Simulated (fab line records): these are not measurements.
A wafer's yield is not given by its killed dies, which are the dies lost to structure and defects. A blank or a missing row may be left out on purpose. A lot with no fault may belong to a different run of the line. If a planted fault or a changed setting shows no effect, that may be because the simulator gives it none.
fab line records	flow sky130
record lots=5	wafers=15	lastDay=50
route steps=708 shown VIA1@471 METAL2@483
lots untouched by any fault: they come from a run of this same line in which no faults occurred
startH: the number of hours between the record's first day and the start of the first shown wafer of the lot	waitH: hours from the lot's prior step to this one	" the same as in the row above	L1.1+2: several wafers, shown together as one row	- value missing, or start not given	* or withheld: withheld	< > ~ a bound
route shown NAME@n: NAME is a module with steps in the file, n the number in the route of the first one	usual: mean/standard deviation of fault-free wafers	same: alike in all rows	chamber/n: place in a boat	sites: readings site by site	_std_site: how widely they spread, as a standard deviation	_edge_site: the outer-site mean with the inner-site mean subtracted	radiusMm: for every site, how far away it sits from the centre of the wafer	mask NAME#n: copy n	behind: the most recent tool/chamber to have shaped the wafer	hold: what put the lot on hold/how long, in hours/how the hold closed	device: the n, p or np transistor that did not switch	end of line: the route-end tests of the same wafers	a step given without rows: its recipe and nothing more	killed: dies that structure and defects cost at the first sort, which is not the same as the wafer's yield	map: per-die view of a wafer (x killed, . not killed, _ where there is no die)
set.NAME: the setting as run; set.NAME@STEP: as run at that earlier step	model.NAME: the simulator's own value behind a step, which no gauge read
lots at selected steps of the route; one table per step, one row per wafer
services: from which hour (startH, from the record's first day; less than 0 if before it) a tool's chamber was out of use, for how many hours, and why
## steps
# step SKY_VIA1_OVL_MEAS_13
# usual VIA1_OVL=3/4.8
lot.wafer	tool	chamber	startH	waitH	VIA1_OVL[nm]
L076.4	overlay-02	-	799.00	0.1	0
L076.5	"	-	"	"	2
L076.6	"	-	"	"	2
L078.2	overlay-01	-	831.85	0.1	-2
L078.3	"	-	"	"	1
L078.5	"	-	"	"	2
L087.2	overlay-01	-	883.92	0.1	3
L087.3	"	-	"	"	3
L087.6	"	-	"	"	1
L090.1	overlay-02	-	904.58	0.1	-1
L090.2	"	-	"	"	-1
L090.3	"	-	"	"	-7
L096.1	overlay-02	-	960.14	0.1	1
L096.3	"	-	"	"	-2
L096.4	"	-	"	"	4
# step SKY_VIA1_ETCH_14
# recipe chemistry=N2/H2	target=BARC	ionEnergyEv=200	sourceW=500	biasW=100	pressureMtorr=30	n2FlowSccm=100	h2FlowSccm=200	stopOn=SiO2	timeS=45.9	targetDepthA=600
# usual drypumpMotorCurrentA=5.7/0.46	h2FlowSccm=199.9/0.58	oesProductAu=0.854/0.0044	rfFwdPowerW=495.4/1.9	throttleValvePct=13.225/0.0092
lot.wafer	tool	chamber	startH	waitH	drypumpMotorCurrentA	h2FlowSccm	oesProductAu	rfFwdPowerW	rfHoursCounterH	throttleValvePct
L076.4	rieDiel-03	1	799.02	0.0	5.5	199.5	0.852	495.2	7	13.222
L076.5	"	1	"	"	5.5	199.8	0.853	496.5	-	13.215
L076.6	"	0	"	"	6.0	199.8	0.850	495.0	-	13.227
L078.2	rieDiel-04	3	831.88	0.0	5.8	200.7	0.860	497.3	11	13.230
L078.3	"	0	"	"	6.4	200.3	0.856	493.4	23	13.241
L078.5	"	1	"	"	4.7	199.4	0.860	496.6	-	13.230
L087.2	rieDiel-03	2	883.95	0.0	5.7	199.8	0.853	496.9	6	13.224
L087.3	"	0	"	"	6.0	199.5	0.854	493.4	5	13.228
L087.6	"	0	"	"	6.0	200.3	0.859	492.6	-	13.221
L090.1	rieDiel-01	2	904.62	0.0	5.6	200.2	0.855	493.9	12	13.230
L090.2	"	0	"	"	5.3	199.4	0.851	498.4	17	13.228
L090.3	"	3	"	"	5.5	200.8	0.854	496.4	21	13.223
L096.1	rieDiel-04	2	960.18	0.0	6.2	199.6	0.850	494.6	7	13.237
L096.3	"	3	"	"	5.8	198.7	0.849	500.0	15	13.239
L096.4	"	3	"	"	5.8	200.2	0.855	498.2	-	13.239
# step SKY_VIA1_ETCH_15
# recipe target=SiO2	chemistry=C4F8/O2/Ar	targetDepthNm=351	stopOn=TiN	maskMaterial=KrF-thick	sourceW=1500	biasW=1200	pressureMtorr=40	c4f8FlowSccm=withheld	O2_flow_sccm=6	Ar_flow_sccm=300	timeS=54
# usual oesProductAu=0.980/0.0065	rfFwdPowerW=1487/5
lot.wafer	tool	chamber	startH	waitH	oesProductAu	rfFwdPowerW	rfHoursCounterH
L076.4	rieDiel-03	1	799.06	0.0	0.968	1482	7
L076.5	"	1	"	"	0.979	1483	-
L076.6	"	0	"	"	0.986	1485	-
L078.2	rieDiel-04	3	831.92	0.0	0.979	1490	11
L078.3	"	0	"	"	0.978	1479	23
L078.5	"	1	"	"	0.984	1486	-
L087.2	rieDiel-03	2	884.00	0.0	0.982	1491	6
L087.3	"	0	"	"	0.985	1482	5
L087.6	"	0	"	"	0.969	1484	-
L090.1	rieDiel-01	2	904.66	0.0	0.981	1490	12
L090.2	"	0	"	"	0.976	1480	17
L090.3	"	3	"	"	0.982	1484	21
L096.1	rieDiel-04	2	960.22	0.0	0.979	1491	7
L096.3	"	3	"	"	0.990	1496	15
L096.4	"	3	"	"	0.983	1494	-
# step SKY_VIA1_STRIP_16
# recipe chemistry=O2/N2	powerW=1400	pressureMtorr=1500	platenTempC=withheld	o2FlowSccm=3000	n2FlowSccm=300	overashFraction=0.5
# usual drypumpMotorCurrentA=5.3/0.32	oesProductAu=0.416/0.0048	stripTimeToEndpointS=4.475/0.023
lot.wafer	tool	chamber	startH	waitH	drypumpMotorCurrentA	oesProductAu	rfHoursCounterH	stripTimeToEndpointS
L076.4	plasmaAsher-03	0	799.14	0.1	5.4	0.415	-	4.480
L076.5	"	1	"	"	5.4	0.416	-	4.486
L076.6	"	0	"	"	5.4	0.421	-	4.511
L078.2	plasmaAsher-03	0	831.97	0.0	5.4	0.416	9	4.488
L078.3	"	0	"	"	5.4	0.418	-	4.501
L078.5	"	1	"	"	5.3	0.423	-	4.469
L087.2	plasmaAsher-04	1	884.04	0.0	5.8	0.405	44	4.479
L087.3	"	1	"	"	5.8	0.410	-	4.483
L087.6	"	1	"	"	5.8	0.419	-	4.500
L090.1	plasmaAsher-04	1	904.71	0.0	5.8	0.424	46	4.461
L090.2	"	0	"	"	4.7	0.415	46	4.465
L090.3	"	0	"	"	4.7	0.413	-	4.460
L096.1	plasmaAsher-03	0	960.27	0.0	5.4	0.410	21	4.467
L096.3	"	0	"	"	5.4	0.409	-	4.457
L096.4	"	1	"	"	5.4	0.409	-	4.467
# step SKY_VIA1_STRIP_17
# recipe chemistry=postEtchResidueRemover	timeS=1200	tempC=72.5
lot.wafer	tool	chamber	startH	waitH
L076.4+5+6	wetBench-04	1	799.21	0.0
L078.2+3+5	wetBench-04	3	832.07	0.1
L087.2+3+6	wetBench-01	1	884.14	0.1
L090.1+2+3	wetBench-04	1	904.81	0.1
L096.1+3+4	wetBench-02	1	960.37	0.1
# step SKY_VIA1_CLEAN_18
# recipe chemistry=IPA	timeS=180	tempC=25
lot.wafer	tool	chamber	startH	waitH
L076.4+5+6	wetBench-01	2	799.55	0.0
L078.2+3+5	wetBench-02	1	832.44	0.0
L087.2+3+6	wetBench-04	0	884.49	0.0
L090.1+2+3	wetBench-02	0	905.22	0.0
L096.1+3+4	wetBench-04	2	960.71	0.0
# step SKY_VIA1_CLEAN_19
# recipe chemistry=O3/DIW	dry=n2Spin
lot.wafer	tool	chamber	startH	waitH
L076.4+5+6	wetBench-02	1	799.68	0.0
L078.2+3+5	wetBench-01	2	832.50	0.0
L087.2+3+6	wetBench-02	3	884.60	0.0
L090.1+2+3	wetBench-01	1	905.28	0.0
L096.1+3+4	wetBench-01	1	960.77	0.0
# step SKY_VIA1_SPUTTER_20
# recipe material=TiN	targetThkNm=20	chamberPressurePa=5	powerW=4000	timeS=80
# usual throttleValvePct=29.9/1.1
lot.wafer	tool	chamber	startH	waitH	throttleValvePct
L076.4	pvdSputter-04	-	799.86	0.0	30.7
L076.5	"	-	"	"	29.6
L076.6	"	-	"	"	32.0
L078.2	pvdSputter-01	-	832.60	0.0	29.1
L078.3	"	-	"	"	28.9
L078.5	"	-	"	"	28.8
L087.2	pvdSputter-01	-	884.69	0.0	28.4
L087.3	"	-	"	"	28.8
L087.6	"	-	"	"	29.3
L090.1	pvdSputter-02	-	905.37	0.0	28.7
L090.2	"	-	"	"	29.8
L090.3	"	-	"	"	29.5
L096.1	pvdSputter-04	-	960.86	0.0	32.1
L096.3	"	-	"	"	30.7
L096.4	"	-	"	"	30.1
# step SKY_VIA1_CVD_21
# recipe material=W	targetThkNm=270	timeS=80.902	tempC=400	pressureTorr=40
# usual heaterPowerW=867/74
lot.wafer	tool	chamber	startH	waitH	heaterPowerW
L076.4	cvdW-01	0	799.95	0.1	907
L076.5	"	1	"	"	766
L076.6	"	0	"	"	931
L078.2	cvdW-02	1	832.66	0.0	956
L078.3	"	1	"	"	946
L078.5	"	1	"	"	964
L087.2	cvdW-02	1	884.75	0.0	971
L087.3	"	1	"	"	960
L087.6	"	1	"	"	958
L090.1	cvdW-02	0	905.43	0.0	842
L090.2	"	1	"	"	969
L090.3	"	1	"	"	960
L096.1	cvdW-01	1	960.92	0.0	757
L096.3	"	1	"	"	751
L096.4	"	0	"	"	879
# step SKY_VIA1_RS_MEAS_22
# recipe thkMeasGauge=four-point-probe	reads=W_of_VIA1_CVD_21+TiN_of_VIA1_SPUTTER_20
# usual VIA1_W_RS=0.431/0.0042
lot.wafer	tool	chamber	startH	waitH	VIA1_W_RS[ohm/sq]
L076.4	filmMetro-01	-	800.07	0.1	0.434
L076.5	"	-	"	"	0.433
L076.6	"	-	"	"	0.429
L078.2	filmMetro-04	-	832.77	0.1	0.432
L078.3	"	-	"	"	0.433
L078.5	"	-	"	"	0.429
L087.2	filmMetro-04	-	884.87	0.1	0.421
L087.3	"	-	"	"	0.418
L087.6	"	-	"	"	0.423
L090.1	filmMetro-01	-	905.52	0.1	0.432
L090.2	"	-	"	"	0.428
L090.3	"	-	"	"	0.433
L096.1	filmMetro-01	-	961.01	0.1	0.439
L096.3	"	-	"	"	0.433
L096.4	"	-	"	"	0.434
# step SKY_VIA1_THK_MEAS_23
# recipe thkMeasGauge=xrf	reads=W_of_VIA1_CVD_21
# usual VIA1_W_THK=271/3.1
lot.wafer	tool	chamber	startH	waitH	VIA1_W_THK[nm]
L076.4	filmMetro-01	-	800.16	0.1	271
L076.5	"	-	"	"	272
L076.6	"	-	"	"	273
L078.2	filmMetro-04	-	832.88	0.1	271
L078.3	"	-	"	"	268
L078.5	"	-	"	"	271
L087.2	filmMetro-04	-	884.98	0.1	276
L087.3	"	-	"	"	280
L087.6	"	-	"	"	277
L090.1	filmMetro-01	-	905.64	0.1	270
L090.2	"	-	"	"	273
L090.3	"	-	"	"	271
L096.1	filmMetro-01	-	961.13	0.1	266
L096.3	"	-	"	"	269
L096.4	"	-	"	"	268
# step SKY_VIA1_CMP_24
# recipe stopOn=SiO2	tOverpolishS=15	downForcePsi=3.5	platenRpm=60	targetThkNm=0	padVelocityMS=0.94248
# usual motorCurrentA=11.7/1	overpolishRunS=15.000/0.0087	platenRpm=60.00/0.034	timeToEndpointS=65/3.1
# same tOverpolishS=15
lot.wafer	tool	chamber	startH	waitH	motorCurrentA	overpolishRunS	platenRpm	timeToEndpointS
L076.4	cmp-02	0	800.24	0.1	11.1	15.000	60.03	62
L076.6	"	3	"	"	9.9	14.980	59.97	64
L076.5	"	0	"	"	11.2	15.000	59.97	57
L078.2	cmp-02	3	832.98	0.1	10.1	15.003	59.97	65
L078.3	"	0	"	"	11.1	15.006	60.00	62
L078.5	"	2	"	"	11.7	15.005	60.01	64
L087.2	cmp-02	3	885.03	0.0	9.9	15.005	60.03	72
L087.3	"	0	"	"	11.5	15.010	59.97	66
L087.6	"	0	"	"	11.3	14.989	60.03	63
L090.1	cmp-01	1	905.75	0.1	13.1	14.984	60.00	69
L090.3	"	2	"	"	10.9	14.999	60.06	63
L090.2	"	3	"	"	11.4	15.001	60.01	66
L096.3	cmp-02	1	961.24	0.1	13.0	14.994	60.04	63
L096.1	"	2	"	"	12.2	14.994	60.01	63
L096.4	"	3	"	"	10.5	15.012	59.98	71
# step SKY_METAL2_SPUTTER_00
# recipe material=Ti	targetThkNm=15	powerW=3000	timeS=10	chamberPressurePa=0.4
# usual throttleValvePct=29.6/0.82
lot.wafer	tool	chamber	startH	waitH	throttleValvePct
L076.4	pvdSputter-02	-	800.49	0.2	31.4
L076.5	"	-	"	"	31.5
L076.6	"	-	"	"	29.6
L078.2	pvdSputter-02	-	833.23	0.2	29.3
L078.3	"	-	"	"	29.8
L078.5	"	-	"	"	28.6
L087.2	pvdSputter-03	-	885.33	0.2	29.4
L087.3	"	-	"	"	29.5
L087.6	"	-	"	"	29.9
L090.1	pvdSputter-03	-	906.00	0.2	29.1
L090.2	"	-	"	"	29.9
L090.3	"	-	"	"	29.3
L096.1	pvdSputter-03	-	961.49	0.1	29.4
L096.3	"	-	"	"	30.1
L096.4	"	-	"	"	29.2
# step SKY_METAL2_SPUTTER_01
# recipe material=TiN	targetThkNm=20	powerW=6500	timeS=16.7	chamberPressurePa=0.4
# usual throttleValvePct=29.6/0.85
lot.wafer	tool	chamber	startH	waitH	throttleValvePct
L076.4	pvdSputter-02	-	800.52	0.0	31.6
L076.5	"	-	"	"	31.8
L076.6	"	-	"	"	29.6
L078.2	pvdSputter-02	-	833.25	0.0	29.5
L078.3	"	-	"	"	29.8
L078.5	"	-	"	"	28.9
L087.2	pvdSputter-03	-	885.35	0.0	29.4
L087.3	"	-	"	"	29.2
L087.6	"	-	"	"	29.7
L090.1	pvdSputter-03	-	906.03	0.0	29.4
L090.2	"	-	"	"	30.3
L090.3	"	-	"	"	29.3
L096.1	pvdSputter-03	-	961.51	0.0	29.3
L096.3	"	-	"	"	29.9
L096.4	"	-	"	"	29.1
# step SKY_METAL2_SPUTTER_02
# recipe material=AlCu	targetThkNm=250	powerW=10600	timeS=13.3	chamberPressurePa=0.4
# usual throttleValvePct=29.6/0.85
lot.wafer	tool	chamber	startH	waitH	throttleValvePct
L076.4	pvdSputter-02	-	800.54	0.0	31.6
L076.5	"	-	"	"	31.8
L076.6	"	-	"	"	29.8
L078.2	pvdSputter-02	-	833.28	0.0	29.2
L078.3	"	-	"	"	29.6
L078.5	"	-	"	"	28.8
L087.2	pvdSputter-03	-	885.38	0.0	29.6
L087.3	"	-	"	"	29.3
L087.6	"	-	"	"	29.9
L090.1	pvdSputter-03	-	906.05	0.0	29.1
L090.2	"	-	"	"	30.0
L090.3	"	-	"	"	29.2
L096.1	pvdSputter-03	-	961.54	0.0	29.4
L096.3	"	-	"	"	29.8
L096.4	"	-	"	"	29.3
# step SKY_METAL2_SPUTTER_03
# recipe material=Ti	targetThkNm=5	powerW=3000	timeS=3.3	chamberPressurePa=0.4
# usual throttleValvePct=29.6/0.87
lot.wafer	tool	chamber	startH	waitH	throttleValvePct
L076.4	pvdSputter-02	-	800.57	0.0	31.9
L076.5	"	-	"	"	31.6
L076.6	"	-	"	"	29.7
L078.2	pvdSputter-02	-	833.30	0.0	29.5
L078.3	"	-	"	"	29.5
L078.5	"	-	"	"	28.6
L087.2	pvdSputter-03	-	885.40	0.0	29.5
L087.3	"	-	"	"	29.2
L087.6	"	-	"	"	30.0
L090.1	pvdSputter-03	-	906.08	0.0	29.5
L090.2	"	-	"	"	29.8
L090.3	"	-	"	"	29.2
L096.1	pvdSputter-03	-	961.56	0.0	29.3
L096.3	"	-	"	"	30.2
L096.4	"	-	"	"	29.2
# step SKY_METAL2_SPUTTER_04
# recipe material=TiN	targetThkNm=70	powerW=6500	timeS=58.3	chamberPressurePa=0.4
# usual throttleValvePct=29.6/0.85
lot.wafer	tool	chamber	startH	waitH	throttleValvePct
L076.4	pvdSputter-02	-	800.58	0.0	31.3
L076.5	"	-	"	"	31.7
L076.6	"	-	"	"	29.5
L078.2	pvdSputter-02	-	833.32	0.0	29.3
L078.3	"	-	"	"	29.3
L078.5	"	-	"	"	28.8
L087.2	pvdSputter-03	-	885.42	0.0	29.6
L087.3	"	-	"	"	29.3
L087.6	"	-	"	"	30.0
L090.1	pvdSputter-03	-	906.10	0.0	29.2
L090.2	"	-	"	"	29.9
L090.3	"	-	"	"	29.5
L096.1	pvdSputter-03	-	961.58	0.0	29.6
L096.3	"	-	"	"	30.0
L096.4	"	-	"	"	29.2
# step SKY_METAL2_RS_MEAS_05
# recipe thkMeasGauge=four-point-probe	reads=TiN_of_METAL2_SPUTTER_04+Ti_of_METAL2_SPUTTER_03+AlCu_of_METAL2_SPUTTER_02+TiN_of_METAL2_SPUTTER_01+Ti_of_METAL2_SPUTTER_00
# usual METAL2_ALCU_RS=0.1271/0.0013
lot.wafer	tool	chamber	startH	waitH	METAL2_ALCU_RS[ohm/sq]
L076.4	filmMetro-03	-	800.69	0.1	0.1255
L076.5	"	-	"	"	0.1253
L076.6	"	-	"	"	0.1264
L078.2	filmMetro-03	-	833.39	0.0	0.1275
L078.3	"	-	"	"	0.1290
L078.5	"	-	"	"	0.1287
L087.2	filmMetro-03	-	885.49	0.0	0.1283
L087.3	"	-	"	"	0.1275
L087.6	"	-	"	"	0.1283
L090.1	filmMetro-02	-	906.14	0.0	0.1249
L090.2	"	-	"	"	0.1276
L090.3	"	-	"	"	0.1264
L096.1	filmMetro-03	-	961.63	0.0	0.1286
L096.3	"	-	"	"	0.1270
L096.4	"	-	"	"	0.1264
# step SKY_METAL2_THK_MEAS_06
# recipe thkMeasGauge=xrf	reads=AlCu_of_METAL2_SPUTTER_02
# usual METAL2_ALCU_THK=255.1/2.9
lot.wafer	tool	chamber	startH	waitH	METAL2_ALCU_THK[nm]
L076.4	filmMetro-03	-	800.78	0.1	257.8
L076.5	"	-	"	"	258.1
L076.6	"	-	"	"	255.5
L078.2	filmMetro-03	-	833.50	0.1	253.4
L078.3	"	-	"	"	252.4
L078.5	"	-	"	"	249.8
L087.2	filmMetro-03	-	885.60	0.1	253.6
L087.3	"	-	"	"	253.1
L087.6	"	-	"	"	251.8
L090.1	filmMetro-02	-	906.26	0.1	261.3
L090.2	"	-	"	"	255.4
L090.3	"	-	"	"	259.3
L096.1	filmMetro-03	-	961.75	0.1	250.2
L096.3	"	-	"	"	256.9
L096.4	"	-	"	"	255.2
## services
tool	chamber	startH	hours	kind
rieDiel-03	-	793.43	4.3	pm
cvdW-02	1	794.45	1.2	repair
rieDiel-01	-	794.66	0.3	repair
rieDiel-01	0	804.37	5.6	repair
rieDiel-03	-	808.04	0.5	repair
cmp-02	-	818.48	1.7	repair
rieDiel-04	3	820.79	5.2	repair
rieDiel-01	0	831.12	6.0	repair
rieDiel-04	3	839.37	5.7	repair
cvdW-02	1	851.96	3.1	repair
plasmaAsher-03	-	855.42	2.8	pm
rieDiel-03	2	865.34	3.5	repair
cmp-02	-	865.42	4.4	repair
pvdSputter-04	-	865.95	3.0	repair
plasmaAsher-04	-	869.92	5.3	repair
pvdSputter-01	-	870.55	4.3	repair
cmp-02	-	874.84	6.2	pm
plasmaAsher-03	-	892.76	7.6	repair
rieDiel-03	1	906.54	17.6	repair
cmp-02	-	912.00	4.0	pm
cmp-02	-	919.53	13.5	pm
cmp-02	-	946.90	0.6	repair
cmp-02	-	949.29	3.5	repair
cvdW-02	-	961.01	2.8	pm
## key
fault none
